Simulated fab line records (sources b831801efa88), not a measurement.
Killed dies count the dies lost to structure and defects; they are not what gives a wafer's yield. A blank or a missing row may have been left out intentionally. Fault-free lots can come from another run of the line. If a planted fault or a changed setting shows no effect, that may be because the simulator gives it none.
The tool behind it: which one? -- flow gf180mcu -- 36 wafers from 12 lots sampled at 5 of the route's 602 steps

WHAT THE GAUGES READ, wafer by wafer
GF_PASSIVATION_THK_MEAS_01.
lot,measured,on,PASSIVATION_CVD_00_THK (nm)
L222,day 28 11:37,film metro-01,971 969 993
L223,day 28 19:43,film metro-03,971 969 1028
L225,day 29 12:53,film metro-03,986 988 1009
L226,day 29 21:36,film metro-01,995 1027 992
L228,day 30 10:43,film metro-01,998 982 1032
L230,day 31 03:05,film metro-01,964 979 990
L232,day 31 08:17,film metro-03,970 989 991
L233,day 31 15:55,film metro-02,968 986 1014
L241,day 33 17:02,film metro-01,1100 1122 1089
L240,day 33 17:47,film metro-02,1133 1115 1089
L242,day 34 01:03,film metro-01,985 1038 1025
L243,day 34 02:44,film metro-02,1016 1002 977

WHAT TOOL EACH LOT RAN ON (gives the tool, then ch and the chambers of the sampled wafers, and finally the start)
lot,GF_MIM_METAL_ETCH_19,GF_V5_SPUTTER_22,GF_TOP_METAL_SPUTTER_03,GF_PASSIVATION_CVD_00
L222,"rie metal-01 ch 0,1, day 25 17:39","pvd sputter-02, day 27 13:22","pvd sputter-01, day 27 14:25","pecvd-03 ch 0,1,2, day 28 11:33"
L223,"rie metal-02 ch 1, day 26 02:34","pvd sputter-04, day 27 22:08","pvd sputter-01, day 27 23:08","pecvd-01 ch 0,1,2, day 28 19:38"
L225,"rie metal-03 ch 0, day 26 21:31","pvd sputter-02, day 28 15:55","pvd sputter-04, day 28 16:43","pecvd-02 ch 0,1,2, day 29 12:49"
L226,"rie metal-03 ch 0,1, day 27 05:58","pvd sputter-03, day 29 00:26","pvd sputter-01, day 29 01:29","pecvd-02 ch 1,2, day 29 21:28"
L228,"rie metal-01 ch 0,1, day 27 20:21","pvd sputter-02, day 29 13:56","pvd sputter-01, day 29 14:44","pecvd-01 ch 0,1,2, day 30 10:38"
L230,"rie metal-01 ch 1, day 28 14:52","pvd sputter-04, day 30 07:06","pvd sputter-02, day 30 07:54","pecvd-03 ch 0,1,2, day 31 03:01"
L232,"rie metal-02 ch 0,1, day 28 19:53","pvd sputter-04, day 30 12:31","pvd sputter-01, day 30 13:19","pecvd-03 ch 1,2, day 31 08:11"
L233,"rie metal-03 ch 0,1, day 29 05:07","pvd sputter-04, day 30 20:47","pvd sputter-02, day 30 21:35","pecvd-02 ch 0,1,2, day 31 15:50"
L241,"rie metal-03 ch 0,1, day 31 10:46","pvd sputter-03, day 32 22:47","pvd sputter-01, day 32 23:35","pecvd-01 ch 0,1,2, day 33 16:58"
L240,"rie metal-02 ch 0,1, day 31 12:04","pvd sputter-02, day 33 00:18","pvd sputter-02, day 33 01:06","pecvd-01 ch 0,1,2, day 33 17:43"
L242,"rie metal-02 ch 0,1, day 31 20:40","pvd sputter-02, day 33 08:35","pvd sputter-02, day 33 09:24","pecvd-02 ch 0,1,2, day 34 00:58"
L243,"rie metal-03 ch 0,1, day 31 22:40","pvd sputter-03, day 33 09:42","pvd sputter-02, day 33 10:30","pecvd-02 ch 0,1,2, day 34 02:39"
- GF_MIM_METAL_ETCH_19: etches the open film in Cl2/BCl3, stops on Si3N4, target depth 324.5 nm, time 54.1 s.
- GF_V5_SPUTTER_22: material TiN, target thk 10 nm, time 40 s.
- GF_TOP_METAL_SPUTTER_03: material Ti, target thk 5 nm, time 3.3 s.
- GF_PASSIVATION_CVD_00: deposits SiO2 from TEOS, target thk 1000 nm, time 111.95 s.

WHAT THE TOOLS THEMSELVES READ (means of the sampled wafers that have a number; where no wafer has one, the mark that the record gives instead)
GF_MIM_METAL_ETCH_19.
lot,tool,drypump motor current A (A),oes product au (a.u.),throttle valve pct (%)
L222,rie metal-01,6.3,0.944,28.282
L223,rie metal-02,5.7,0.938,28.292
L225,rie metal-03,5.3,0.948,28.285
L226,rie metal-03,5.5,0.937,28.295
L228,rie metal-01,6.1,0.940,28.290
L230,rie metal-01,6.1,0.933,28.294
L232,rie metal-02,5.9,0.943,28.274
L233,rie metal-03,5.7,0.949,28.277
L241,rie metal-03,5.5,0.940,28.280
L240,rie metal-02,5.8,0.941,28.291
L242,rie metal-02,5.8,0.939,28.292
L243,rie metal-03,5.5,0.943,28.288

GF_V5_SPUTTER_22.
lot,tool,throttle valve pct (%)
L222,pvd sputter-02,30.0
L223,pvd sputter-04,30.4
L225,pvd sputter-02,30.1
L226,pvd sputter-03,29.6
L228,pvd sputter-02,30.4
L230,pvd sputter-04,29.8
L232,pvd sputter-04,30.2
L233,pvd sputter-04,30.3
L241,pvd sputter-03,31.7
L240,pvd sputter-02,30.4
L242,pvd sputter-02,30.2
L243,pvd sputter-03,29.8

GF_TOP_METAL_SPUTTER_03.
lot,tool,throttle valve pct (%)
L222,pvd sputter-01,29.6
L223,pvd sputter-01,30.0
L225,pvd sputter-04,31.0
L226,pvd sputter-01,29.8
L228,pvd sputter-01,29.1
L230,pvd sputter-02,30.8
L232,pvd sputter-01,28.7
L233,pvd sputter-02,31.2
L241,pvd sputter-01,29.5
L240,pvd sputter-02,30.1
L242,pvd sputter-02,30.1
L243,pvd sputter-02,30.3

GF_PASSIVATION_CVD_00.
lot,tool,heater power w (W),rf fwd power W (W),susceptor temp C (C)
L222,pecvd-03,721,596.4,399.99
L223,pecvd-01,673,597.7,399.94
L225,pecvd-02,582,594.5,399.66
L226,pecvd-02,624,598.0,400.03
L228,pecvd-01,607,595.8,399.68
L230,pecvd-03,740,594.7,400.10
L232,pecvd-03,732,595.7,399.65
L233,pecvd-02,569,597.1,400.04
L241,pecvd-01,551,835.6,399.98
L240,pecvd-01,584,836.4,399.89
L242,pecvd-02,511,596.1,400.12
L243,pecvd-02,593,597.1,400.16

THE ANSWER, worked out from the rows above alone
Rule: the lots themselves supply what counts as usual. Put in order of their means at a reading, lots are off if they are a third of the lots or fewer, leave a main group of 4 or more, and stand apart from it by a gap of 3 or more times the standard deviation of the main group's means; of several such gaps the widest counts. Not used: any main group whose means are identical at the precision the tables above print for the reading. Also off: a lot with no number at a reading for which 4 or more lots have one. Any other lot the step has rows for is counted as sound. First the gauges in route order, then the tools' own readings, where a lot's mean is used as printed above. The first step at which some lot is off is used, and at that step the reading that is off furthest; a lot without a number counts as furthest.
Off: at GF_PASSIVATION_THK_MEAS_01 (PASSIVATION_CVD_00_THK), L241, L240. The main group has a mean of 993 nm with a standard deviation of 12.
A tool fits if, at a process step before that reading, it ran every lot that is off, and no sound lot after the first of them. The gauges at GF_PASSIVATION_THK_MEAS_01 aren't tried: what is off there is off at GF_PASSIVATION_CVD_00 too, on other tools, and a gauge's error can't cause that. One candidate fits, namely pecvd-01 at GF_PASSIVATION_CVD_00. Its last sound lot is L228 (day 30 10:38), its first lot that is off L241 (day 33 16:58): a fault that began between those two fits.
The tool's own readings at GF_PASSIVATION_CVD_00 bear it out: on the lots that are off they differ by more than 5 times the standard deviation of the sound lots' means. rf fwd power W reads 836.0 W there against 596.3 W on the sound lots.

WHAT HAD BEEN PUT IN BY THE SIMULATOR
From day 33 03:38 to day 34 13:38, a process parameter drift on pecvd-01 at GF_PASSIVATION_CVD_00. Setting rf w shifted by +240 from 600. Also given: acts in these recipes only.
Struck lots among those shown: L241, L240. The rule given above showed the same thing.
